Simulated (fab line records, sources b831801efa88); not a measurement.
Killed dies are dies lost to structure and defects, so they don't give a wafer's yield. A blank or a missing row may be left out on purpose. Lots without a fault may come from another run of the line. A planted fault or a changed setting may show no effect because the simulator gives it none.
A struck lot beside a sound one | flow sky130 | 15 steps out of a route of 708
Sound: wafers L742.1, L742.3, L742.4. Struck: wafer L754.4. (L754.2, L754.3 of the same lot were not struck and are left out.) The cause comes at the end.
At each step with rows: each side's tool, then ch and its chambers, then its first start. Under that, the readings that differ: sound wafers | struck wafers | difference of the means | sigmas: that difference in standard deviations of wafers without a fault.
alike: readings whose means differ by less than 2 such deviations, and words and numbers that are the same on both sides. not compared: withheld readings, readings that some wafer has no value for, bounds like >300 that may hide the same value, and numbers for which the record gives no deviation and whose values overlap.
The two part at a step that has a row with sigmas, a row that says differs or no value, or rows on one side only. Numbers that don't overlap but have no deviation are shown without sigmas and don't part them. A reading that every wafer of one side lacks parts them only if that side has two wafers or more.

first, 8 steps without rows for these wafers: SKY_FIELD_ISO_DEHYDRATE_05 (time 60 s); SKY_FIELD_ISO_HMDS_06 (prime time 60 s); SKY_FIELD_ISO_COAT_07 (resist thk 60 nm); SKY_FIELD_ISO_COAT_08 (resist thk 450 nm); SKY_FIELD_ISO_SOFTBAKE_09 (time 90 s); SKY_FIELD_ISO_EXPOSE_10 (exposes mask FOM, target cd 150 nm); SKY_FIELD_ISO_PEB_11; SKY_FIELD_ISO_DEVELOP_12 (develop time 60 s).
SKY_FIELD_ISO_CD_MEAS_13: target cd 150 nm.
  sound on cd_sem-02, day 3 18:35; struck on cd_sem-01, day 6 02:01
  alike: cd_nm
SKY_FIELD_ISO_ETCH_14: etches BARC in N2/H2, stops on SiO2, time 45.9 s, target depth 60 nm.
  sound on rie_diel-02 ch 0,1,3, day 3 18:43; struck on rie_diel-01 ch 0, day 6 02:07
  reading                | sound   | struck | difference | sigmas
  rf_hours_counter_h (h) | 21 94 9 | 108    | +67        |
  alike: drypump_motor_current_A, oes_product_au, rf_fwd_power_W, run_length_s, throttle_valve_pct
SKY_FIELD_ISO_ETCH_15: etches the open film in CHF3/O2, stops on Si, target depth 180 nm, time 72 s.
  sound on rie_diel-02 ch 0,1,3, day 3 18:45; struck on rie_diel-01 ch 0, day 6 02:09
  reading                | sound            | struck | difference | sigmas
  rf_hours_counter_h (h) | 21 94 9          | 108    | +67        |
  run_length_s (s)       | 100.9 99.5 101.0 | 99.4   | -1.1       | -2
  alike: drypump_motor_current_A, oes_product_au, rf_fwd_power_W, throttle_valve_pct
SKY_FIELD_ISO_STRIP_16: strips in O2/N2.
  sound on plasma_asher-01 ch 0,1, day 3 18:49; struck on plasma_asher-01 ch 1, day 6 02:13
  alike: drypump_motor_current_A, oes_product_au, strip_time_to_endpoint_s
  not compared: rf_hours_counter_h
SKY_FIELD_ISO_ETCH_17: etches Si in HBr/Cl2/O2, target depth 342 nm, time 97.7 s.
  sound on rie_si-01 ch 0,2,3, day 3 18:55; struck on rie_si-02 ch 2, day 6 02:19
  reading                               | sound             | struck | difference | sigmas
  rf_hours_counter_h (h)                | 60 23 40          | 73     | +32        |
  run_length_s (s)                      | 126.1 125.6 126.6 | 115.9  | -10.2      | -23
  model.etch.depth_nm (nm)              | 332.7 332.2 341   | 317.3  | -18.0      |
  model.FIELD_ISO.feature_depth_nm (nm) | 332.7 332.2 341   | 317.3  | -18.0      |
  alike: drypump_motor_current_A, oes_product_au, throttle_valve_pct
  not compared: rf_fwd_power_W
then, 1 step without rows for these wafers: SKY_FIELD_ISO_WET_ETCH_18 (etches Si3N4 in H3PO4, target depth 25 nm, time 286 s).
-- the record jumps here: 44 days lie between the struck wafers' starts before and after (it left off in module FIELD_ISO and takes up again in module PAD_OPEN, whose first step shown is number 708 of the route) --
SKY_PAD_OPEN_PROBE_99:
  sound on prober-02, day 47 17:43; struck on prober-01, day 50 02:32
  reading                                 | sound                         | struck    | difference | sigmas
  model.etest.res_p_drift_20v.line_ohm_um | 1.128e+04 1.091e+04 1.177e+04 | 9963      | -1357      |
  model.etest.res_p_drift_20v.rs_ohm_sq   | 9281 9228 9813                | 8407      | -1034      |
  model.etest.pfet_16v.r_on_ohm_um        | 1.483e+04 1.482e+04 1.524e+04 | 1.426e+04 | -7.033e+02 |
  model.etest.res_iso_pwell.rs_ohm_sq     | 2939 2901 3118                | 2636      | -350       |
  model.etest.res_iso_pwell.line_ohm_um   | 1110 1090 1168                | 1005      | -118       |
  model.etest.res_nwell.line_ohm_um       | 1044 1027 1070                | 1098      | +51        |
  model.etest.res_nwell.rs_ohm_sq         | 875.7 868.9 898               | 908.9     | +28.0      |
  model.etest.pfet_16v.drive_ua_um        | 247.8 247.9 246.8             | 256.5     | +9.0       |
  alike: killed_at_M0_to_M3, killed_at_M4_up, killed_at_contacts, killed_at_front_end, killed_at_other, killed_dies, killed_open, killed_short

WHERE THEY PART
First at SKY_FIELD_ISO_ETCH_15; last, within this record, at SKY_FIELD_ISO_ETCH_17. Later steps at which nothing parts them and some readings are alike: SKY_PAD_OPEN_PROBE_99.

WHY: what the simulator had put in
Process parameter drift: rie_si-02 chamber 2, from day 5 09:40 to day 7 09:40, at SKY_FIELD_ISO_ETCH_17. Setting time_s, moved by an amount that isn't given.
